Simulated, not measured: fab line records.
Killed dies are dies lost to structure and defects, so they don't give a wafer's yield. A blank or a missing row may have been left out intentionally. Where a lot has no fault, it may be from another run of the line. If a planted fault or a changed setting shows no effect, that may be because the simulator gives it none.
One fault seen from 2 desks :: flow sky130 :: every desk sees just its own numbers, and what lay behind them comes last

FROM THE METROLOGY DESK
What the gauges read for every lot (on any tool): the sampled wafers with a number, averaged. The brackets show how far a lot's mean lies from the usual mean; more than 4 standard deviations puts the lot out of limits, marked OUT.
Columns: A = VIA1_HDPCVD_THK at SKY_VIA1_THK_MEAS_01, usual 1022 nm
lot: L176
first seen here: day 33 02:38
A: 1026

lot: L177
first seen here: day 33 13:33
A: 1021

lot: L178
first seen here: day 33 13:49
A: 1015

lot: L179
first seen here: day 33 19:41
A: 1022

lot: L180
first seen here: day 34 05:57
A: 1030

lot: L182
first seen here: day 35 02:10
A: 1019

lot: L184
first seen here: day 35 10:52
A: 1025

lot: L186
first seen here: day 36 03:16
A: 1020

lot: L187
first seen here: day 36 16:48
A: 1018

lot: L190
first seen here: day 37 06:04
A: 1018

lot: L192
first seen here: day 38 02:04
A: 963 (-6.0) OUT

lot: L193
first seen here: day 38 08:55
A: 958 (-6.4) OUT

lot: L194
first seen here: day 38 18:12
A: 959 (-6.4) OUT

lot: L197
first seen here: day 39 08:17
A: 1043

lot: L199
first seen here: day 39 22:18
A: 1027
This desk reports L192, L193, L194 out of limits; the earliest was L192 at day 38 02:04 (VIA1_HDPCVD_THK at SKY_VIA1_THK_MEAS_01). Within limits: L176, L177, L178, L179, L180, L182, L184, L186, L187, L190, L197, L199.

THE TOOL OWNER'S DESK: hdpcvd-02
The tool's own readings at SKY_VIA1_HDPCVD_00 (deposits SiO2, target thk 1030 nm, time 171.7 s): means of the sampled wafers that have a number, for each lot that ran on this tool. The brackets show how far a lot's mean lies from the usual mean; more than 4 standard deviations puts the lot out of limits, marked OUT.
Columns: A = run_length_s at SKY_VIA1_HDPCVD_00, usual 199.4 s
lot: L176
first seen here: day 33 02:31
A: 199.2

lot: L177
first seen here: day 33 13:25
A: 199.6

lot: L178
first seen here: day 33 13:39
A: 199.2

lot: L179
first seen here: day 33 19:34
A: 199.4

lot: L180
first seen here: day 34 05:50
A: 199.1

lot: L182
first seen here: day 35 02:04
A: 199.4

lot: L184
first seen here: day 35 10:45
A: 199.4

lot: L186
first seen here: day 36 03:09
A: 199.2

lot: L190
first seen here: day 37 05:57
A: 199.6

lot: L192
first seen here: day 38 01:56
A: 188.9 (-25) OUT

lot: L193
first seen here: day 38 08:49
A: 189.4 (-24) OUT

lot: L194
first seen here: day 38 18:05
A: 189.3 (-24) OUT
This desk's verdict: out of limits on L192, L193, L194, starting with L192 at day 38 01:56 (run_length_s at SKY_VIA1_HDPCVD_00). Within limits: L176, L177, L178, L179, L180, L182, L184, L186, L190.

TAKEN TOGETHER
The tool owner's desk had the chance to raise an alarm at day 38 01:56 on L192, L193, L194.
The metrology desk could have raised an alarm at day 38 02:04, on L192, L193, L194.
All the named lots went through SKY_VIA1_HDPCVD_00 on hdpcvd-02.

WHAT THE SIMULATOR HAD INSERTED
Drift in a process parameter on hdpcvd-02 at SKY_VIA1_HDPCVD_00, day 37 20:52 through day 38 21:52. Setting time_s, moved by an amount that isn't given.
Lots struck among those shown: L192, L193, L194.
Delay (hours) between the fault's onset and each desk's first out-of-limits reading: 5 at the tool owner's desk, 5 at the metrology desk.
